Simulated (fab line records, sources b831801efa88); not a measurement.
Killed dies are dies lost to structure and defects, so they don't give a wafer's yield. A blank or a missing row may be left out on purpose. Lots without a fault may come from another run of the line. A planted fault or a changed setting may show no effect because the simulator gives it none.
A struck lot beside a sound one | flow sky130 | 15 steps out of a route of 708
Sound: wafers L489.2, L489.3, L489.5. Struck: wafers L500.3, L500.5, L500.6. The cause comes at the end.
At each step with rows: each side's tool, then ch and its chambers, then its first start. Under that, the readings that differ: sound wafers | struck wafers | difference of the means | sigmas: that difference in standard deviations of wafers without a fault.
alike: readings whose means differ by less than 2 such deviations, and words and numbers that are the same on both sides. not compared: withheld readings, readings that some wafer has no value for, bounds like >300 that may hide the same value, and numbers for which the record gives no deviation and whose values overlap.
The two part at a step that has a row with sigmas, a row that says differs or no value, or rows on one side only. Numbers that don't overlap but have no deviation are shown without sigmas and don't part them. A reading that every wafer of one side lacks parts them only if that side has two wafers or more.

first, 1 step without rows for these wafers: SKY_VT_ADJUST_HVTR_DEVELOP_06 (develop time 60 s).
SKY_VT_ADJUST_HVTR_CD_MEAS_07: target cd 380 nm.
  sound on cd_sem-02, day 9 17:57; struck on cd_sem-02, day 13 03:56
  alike: cd_nm
SKY_VT_ADJUST_HVTR_OVL_MEAS_08:
  sound on overlay-01, day 9 18:03; struck on overlay-02, day 13 04:01
  alike: VT_ADJUST_HVTR_OVL
then, 1 step without rows for these wafers: SKY_VT_ADJUST_HVTR_IMPLANT_09.
SKY_VT_ADJUST_HVTR_STRIP_10: strips in O2/N2.
  sound on plasma_asher-03 ch 0,1, day 9 18:14; struck on plasma_asher-04 ch 0,1, day 13 04:14
  reading                      | sound             | struck            | difference | sigmas
  drypump_motor_current_A (A)  | 5.85 5.70 5.86    | 6.25 6.25 6.16    | +0.42      | +2
  strip_time_to_endpoint_s (s) | 14.14 14.19 14.15 | 14.26 14.23 14.24 | +0.08      | +2
  alike: oes_product_au
  not compared: rf_hours_counter_h
SKY_VT_ADJUST_HVTR_TW_MEAS_11:
  sound on film_metro-01, day 9 18:20; struck on film_metro-01, day 13 04:19
  alike: VT_ADJUST_HVTR_TW
then, 6 steps without rows for these wafers: SKY_VT_ADJUST_PCH_DEHYDRATE_00 (time 60 s); SKY_VT_ADJUST_PCH_HMDS_01 (prime time 60 s); SKY_VT_ADJUST_PCH_COAT_02 (resist thk 3000 nm); SKY_VT_ADJUST_PCH_SOFTBAKE_03; SKY_VT_ADJUST_PCH_EXPOSE_04 (exposes mask NWM, target cd 840 nm); SKY_VT_ADJUST_PCH_PEB_05.
SKY_VT_ADJUST_PCH_DEVELOP_06: develop time 60 s.
  sound on litho_track-02 ch 0, day 10 16:00; struck on litho_track-02 ch 0, day 14 06:00
  reading              | sound             | struck            | difference | sigmas
  developer_temp_C (C) | 22.95 22.83 23.05 | 22.20 22.12 22.22 | -0.76      | -7
  alike: resist_line_temp_C
SKY_VT_ADJUST_PCH_OVL_MEAS_07:
  sound on overlay-01, day 10 16:53; struck on overlay-01, day 14 06:32
  reading                | sound       | struck       | difference | sigmas
  VT_ADJUST_PCH_OVL (nm) | 3.5 3.8 3.2 | -2.0 0.0 0.5 | -4.0       | -3
-- the record jumps here: 34 days lie between the struck wafers' starts before and after (it left off in module VT_ADJUST_PCH and takes up again in module PAD_OPEN, whose first step shown is number 708 of the route) --
SKY_PAD_OPEN_PROBE_99:
  sound on prober-02, day 45 19:49; struck on prober-01, day 48 17:04
  alike: killed_at_M0_to_M3, killed_at_M4_up, killed_at_contacts, killed_at_front_end, killed_at_other, killed_dies, killed_open, killed_short

WHERE THEY PART
First at SKY_VT_ADJUST_HVTR_STRIP_10; last, within this record, at SKY_VT_ADJUST_PCH_OVL_MEAS_07. Later steps at which nothing parts them and some readings are alike: SKY_PAD_OPEN_PROBE_99.

WHY: what the simulator had put in
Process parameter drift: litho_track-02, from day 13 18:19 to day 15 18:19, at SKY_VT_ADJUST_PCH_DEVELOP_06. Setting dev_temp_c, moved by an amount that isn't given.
